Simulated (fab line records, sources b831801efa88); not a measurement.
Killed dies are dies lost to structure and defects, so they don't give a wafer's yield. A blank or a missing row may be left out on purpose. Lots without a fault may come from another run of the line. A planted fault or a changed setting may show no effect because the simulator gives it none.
Chamber matching | flow gf180mcu | GF_V2_ETCH_16 on rie_diel-02: 4 sister chambers
The step etches BARC in N2/H2. 4 wafers are shown with their chamber, then 9 later ones without.

WAFERS WITH THEIR CHAMBER
wafer  | chamber | drypump_motor_current_A (A)
L086.5 | 0       | 5.7
L090.1 | 2       | 5.8
L090.2 | 1       | 6.7
L090.4 | 3       | 6.1

WAFERS WITHOUT THEIR CHAMBER
wafer  | drypump_motor_current_A (A)
L091.1 | 5.8
L091.5 | 6.7
L091.6 | 5.7
L092.2 | 5.7
L092.4 | 6.6
L092.5 | 5.7
L094.2 | 6.7
L094.3 | 5.8
L094.4 | 5.8

WHICH CHAMBER EACH WENT THROUGH
wafer  | from the rows above | in truth
L091.1 | 2                   | 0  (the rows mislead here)
L091.5 | 1                   | 1
L091.6 | 0                   | 0
L092.2 | 0                   | 0
L092.4 | 1                   | 1
L092.5 | 0                   | 0
L094.2 | 1                   | 1
L094.3 | 2                   | 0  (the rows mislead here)
L094.4 | 2                   | 2
Placed correctly: 7 of 9. Can't be placed from these rows: 0. Placed wrongly: 2.
How it was worked out, from the rows above alone: a wafer's distance from a chamber is the root of the sum, over the readings, of the square of ((its reading less the chamber's mean) divided by the reading's scatter). The wafer belongs to the nearest chamber; if the next one is less than 2 further off, it can't be placed. A chamber's mean is the mean of its shown wafers. The scatter: with one shown wafer a chamber, the root of the mean of the squares of how far each hidden wafer lies from its nearest shown one.
